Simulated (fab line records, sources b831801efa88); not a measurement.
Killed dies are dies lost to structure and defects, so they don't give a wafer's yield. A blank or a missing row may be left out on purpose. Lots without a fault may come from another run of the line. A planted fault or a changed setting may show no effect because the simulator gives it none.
Chamber matching | flow sky130 | SKY_VIA2_ETCH_14 on rie_diel-02: 4 sister chambers
The step etches BARC in N2/H2, stops on SiO2, time 45.9 s, target depth 60 nm. 8 wafers are shown with their chamber, then 8 later ones without.

WAFERS WITH THEIR CHAMBER
wafer  | chamber | drypump_motor_current_A (A) | chamber_pressure_mTorr (mTorr)
L080.5 | 2       | 5.6                         | 29.997
L080.6 | 3       | 5.8                         | 30.003
L085.4 | 0       | 5.2                         | 29.997
L085.5 | 0       | 5.2                         | 29.976
L087.3 | 2       | 5.5                         | 30.012
L087.4 | 3       | 5.8                         | 29.999
L087.6 | 1       | 6.0                         | 30.023
L090.2 | 1       | 6.0                         | 29.995

WAFERS WITHOUT THEIR CHAMBER
wafer  | drypump_motor_current_A (A) | chamber_pressure_mTorr (mTorr)
L090.5 | 5.6                         | 29.992
L090.6 | 6.0                         | 29.969
L093.4 | 5.2                         | 29.993
L093.5 | 5.2                         | 29.999
L093.6 | 5.8                         | 30.004
L095.3 | 5.2                         | 30.021
L095.4 | 5.5                         | 29.975
L095.5 | 5.8                         | 29.975

WHICH CHAMBER EACH WENT THROUGH
wafer  | from the rows above | in truth
L090.5 | 2                   | 2
L090.6 | 1                   | 1
L093.4 | 0                   | 0
L093.5 | 0                   | 0
L093.6 | 3                   | 3
L095.3 | 0                   | 0
L095.4 | 2                   | 2
L095.5 | 3                   | 3
Placed correctly: 8 of 8. Can't be placed from these rows: 0. Placed wrongly: 0.
How it was worked out, from the rows above alone: a wafer's distance from a chamber is the root of the sum, over the readings, of the square of ((its reading less the chamber's mean) divided by the reading's scatter). The wafer belongs to the nearest chamber; if the next one is less than 2 further off, it can't be placed. A chamber's mean is the mean of its shown wafers. The scatter: the root of (the sum of the squares of (reading less its chamber's mean) over the shown wafers, divided by (wafers less chambers)).
